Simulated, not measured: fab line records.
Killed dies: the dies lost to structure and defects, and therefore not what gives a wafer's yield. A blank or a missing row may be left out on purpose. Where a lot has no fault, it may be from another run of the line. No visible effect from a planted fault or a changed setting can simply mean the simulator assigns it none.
The tool behind it: which one? -- flow gf180mcu -- 13 lots, 39 wafers sampled, at 6 steps of a route of 602

## WHAT THE GAUGES READ, wafer by wafer
GF_NWELL_TW_MEAS_11.
lot,measured,on,NWELL_TW
L900,day 3 06:21,filmMetro-04,1581 1567 1577
L901,day 3 13:37,filmMetro-04,1572 1572 1581
L902,day 3 18:00,filmMetro-01,1567 1568 1577
L903,day 3 23:56,filmMetro-01,1562 1568 1563
L905,day 4 10:19,filmMetro-04,1578 1582 1578
L906,day 4 16:35,filmMetro-04,1585 1586 1584
L907,day 4 21:34,filmMetro-01,1576 1580 1572
L908,day 5 03:08,filmMetro-01,1562 1563 1567
L911,day 5 19:46,filmMetro-01,1572 1573 1575
L919,day 7 14:30,filmMetro-02,1526 1526 1530
L920,day 8 02:29,filmMetro-02,1540 1537 1535
L921,day 8 02:47,filmMetro-02,1560 1574 1567
L922,day 8 10:59,filmMetro-04,1587 1577 1581

GF_MVPSD_OVL_MEAS_07.
lot,measured,on,MVPSD_OVL (nm)
L900,day 4 22:17,overlay-02,-0.3 1.0 0.7
L901,day 5 07:25,overlay-01,-0.2 -0.9 0.4
L902,day 5 11:37,overlay-01,1.5 -1.9 -0.4
L903,day 5 17:44,overlay-02,-1.1 -0.1 -0.3
L905,day 6 05:56,overlay-01,-0.1 0.0 -0.9
L906,day 6 12:29,overlay-01,3.5 2.3 1.8
L907,day 6 17:58,overlay-01,0.7 -0.1 1.8
L908,day 6 23:26,overlay-02,0.3 1.9 1.3
L911,day 7 21:25,overlay-01,0.4 2.6 1.8
L919,day 9 16:52,overlay-02,2.1 2.1 1.2
L920,day 10 06:46,overlay-02,-0.3 -1.5 -0.6
L921,day 10 08:16,overlay-01,2.6 -0.2 2.3
L922,day 10 15:04,overlay-01,0.6 1.5 0.8

GF_VT_IMPLANT_OVL_MEAS_29.
lot,measured,on,VT_IMPLANT_02_OVL (nm)
L900,day 6 18:52,overlay-01,-1.2 -0.1 0.4
L901,day 7 07:07,overlay-01,0.2 1.3 -0.6
L902,day 7 08:23,overlay-01,0.4 0.4 1.3
L903,day 7 12:59,overlay-01,-1.0 2.3 1.8
L905,day 8 03:17,overlay-01,0.7 0.2 0.7
L906,day 8 18:22,overlay-01,3.3 2.7 1.9
L907,day 8 18:28,overlay-01,0.5 3.3 2.0
L908,day 8 20:32,overlay-01,2.1 2.7 2.9
L911,day 10 00:13,overlay-01,0.5 0.7 -0.8
L919,day 12 00:37,overlay-01,0.5 1.1 -0.8
L920,day 12 15:09,overlay-01,2.2 2.3 2.4
L921,day 12 17:28,overlay-02,0.4 -0.1 1.3
L922,day 13 00:42,overlay-02,1.2 0.9 0.5

GF_VT_IMPLANT_RS_MEAS_47: the measuring method here is four-point-probe.
lot,measured,on,NWELL_RS (ohm/sq)
L900,day 7 09:29,filmMetro-02,487.8 489.0 486.6
L901,day 8 00:01,filmMetro-02,485.1 485.5 485.1
L902,day 8 00:31,filmMetro-04,486.0 485.9 483.6
L903,day 8 06:08,filmMetro-04,487.0 487.0 489.0
L905,day 8 20:59,filmMetro-04,487.2 485.8 486.5
L906,day 9 12:19,filmMetro-04,488.1 486.4 488.9
L907,day 9 12:23,filmMetro-02,489.5 488.1 486.7
L908,day 9 14:16,filmMetro-04,487.4 486.5 485.9
L911,day 10 18:52,filmMetro-04,485.7 486.5 485.5
L919,day 12 21:11,filmMetro-04,530.5 530.4 530.0
L920,day 13 12:02,filmMetro-02,532.2 531.8 531.1
L921,day 13 14:11,filmMetro-02,487.7 486.9 486.6
L922,day 13 21:43,filmMetro-04,486.7 486.9 488.9

## EACH LOT AND THE TOOL THAT RAN IT (in order: tool; ch and the chambers of the sampled wafers; start)
lot,GF_STI_STRIP_15,GF_NWELL_IMPLANT_09
L900,"plasmaAsher-02 ch 0,1, day 2 01:26","implanter-04 ch 0, day 3 06:06"
L901,"plasmaAsher-02 ch 0,1, day 2 08:20","implanter-04 ch 0, day 3 13:22"
L902,"plasmaAsher-04 ch 0,1, day 2 12:13","implanter-03 ch 0, day 3 17:45"
L903,"plasmaAsher-02 ch 0,1, day 2 16:32","implanter-03 ch 0, day 3 23:43"
L905,"plasmaAsher-02 ch 0,1, day 3 03:15","implanter-04 ch 0, day 4 10:06"
L906,"plasmaAsher-02 ch 0,1, day 3 08:59","implanter-01 ch 0, day 4 16:20"
L907,"plasmaAsher-04 ch 0,1, day 3 13:50","implanter-04 ch 0, day 4 21:19"
L908,"plasmaAsher-02 ch 0,1, day 3 18:34","implanter-04 ch 0, day 5 02:55"
L911,"plasmaAsher-04 ch 0,1, day 4 10:46","implanter-04 ch 0, day 5 19:33"
L919,"plasmaAsher-02 ch 0,1, day 6 03:50","implanter-04 ch 0, day 7 14:16"
L920,"plasmaAsher-03 ch 0,1, day 6 08:46","implanter-04 ch 0, day 8 02:14"
L921,"plasmaAsher-03 ch 0,1, day 6 14:22","implanter-03 ch 0, day 8 02:32"
L922,"plasmaAsher-04 ch 0,1, day 6 19:13","implanter-03 ch 0, day 8 10:44"
- GF_STI_STRIP_15: strips in O2/N2.
- GF_NWELL_IMPLANT_09

## WHAT THE TOOLS THEMSELVES READ (means of the sampled wafers that have a number; where no wafer has one, the mark that the record gives instead)
GF_STI_STRIP_15.
lot,tool,drypumpMotorCurrentA (A),heaterPowerW (W),oesProductAu (a.u.),stripTimeToEndpointS (s)
L900,plasmaAsher-02,6.6,358,0.387,3.72
L901,plasmaAsher-02,6.7,358,0.383,3.69
L902,plasmaAsher-04,5.4,291,0.387,3.64
L903,plasmaAsher-02,6.6,354,0.382,3.73
L905,plasmaAsher-02,6.7,349,0.386,3.78
L906,plasmaAsher-02,6.6,358,0.388,3.73
L907,plasmaAsher-04,5.5,296,0.382,3.66
L908,plasmaAsher-02,6.6,354,0.383,3.68
L911,plasmaAsher-04,5.5,321,0.381,3.75
L919,plasmaAsher-02,6.6,356,0.384,3.66
L920,plasmaAsher-03,5.8,337,0.380,3.68
L921,plasmaAsher-03,5.7,336,0.381,3.71
L922,plasmaAsher-04,5.5,328,0.383,3.75

GF_NWELL_IMPLANT_09.
lot,tool,doseIonsCm2,faradayCurrentUA
L900,implanter-04,4.000e+12,22.2
L901,implanter-04,4.001e+12,22.4
L902,implanter-03,3.999e+12,22.5
L903,implanter-03,3.997e+12,22.3
L905,implanter-04,3.998e+12,21.9
L906,implanter-01,4.003e+12,22.3
L907,implanter-04,3.998e+12,22.7
L908,implanter-04,4.001e+12,22.5
L911,implanter-04,4.004e+12,22.3
L919,implanter-04,1.893e+12,10.7
L920,implanter-04,1.886e+12,10.5
L921,implanter-03,3.998e+12,22.8
L922,implanter-03,3.994e+12,22.5

## THE ANSWER, worked out from the rows above alone
Rule: usual is defined by the lots themselves. The widest of any qualifying gaps counts: lots, ordered by their means at a reading, are off when they make up no more than a third of the lots, leave a main group of 4 or more, and stand apart from it by 3 or more times the standard deviation of that group's means. Not used: any main group whose means are identical at the precision the tables above print for the reading. A lot without any number at a reading at which 4 lots or more have one is off too. Any other lot the step has rows for is counted as sound. The gauges are gone through in route order, then the tools' own readings, and for those a lot's mean is taken as printed above. At the first step where some lot is off, the reading lying furthest off is the one used; lots without a number count as furthest.
Off: L919, L920, seen at GF_NWELL_TW_MEAS_11 (NWELL_TW). Mean 1574 and standard deviation 6.5 in the main group.
A tool fits if, at a process step before that reading, it ran every lot that is off, and no sound lot after the first of them. The gauges at GF_NWELL_TW_MEAS_11 aren't tried: what is off there is off at GF_NWELL_IMPLANT_09 too, on other tools, and a gauge's error can't cause that. One candidate fits, namely implanter-04 at GF_NWELL_IMPLANT_09. A fault onset in the window from L911 (day 5 19:33, its last sound lot) to L919 (day 7 14:16, its first lot off) fits.
The tool's own readings at GF_NWELL_IMPLANT_09 bear it out: on the lots that are off they differ by more than 5 times the standard deviation of the sound lots' means. doseIonsCm2 reads 1.890e+12 there against 3.999e+12 on the sound lots; faradayCurrentUA reads 10.6 there against 22.4 on the sound lots.

## WHAT HAD BEEN PUT IN BY THE SIMULATOR
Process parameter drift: implanter-04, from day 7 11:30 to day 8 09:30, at GF_NWELL_IMPLANT_09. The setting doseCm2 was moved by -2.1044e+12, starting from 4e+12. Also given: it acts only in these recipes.
Struck lots among those shown: L919, L920. The rule given above showed the same thing.
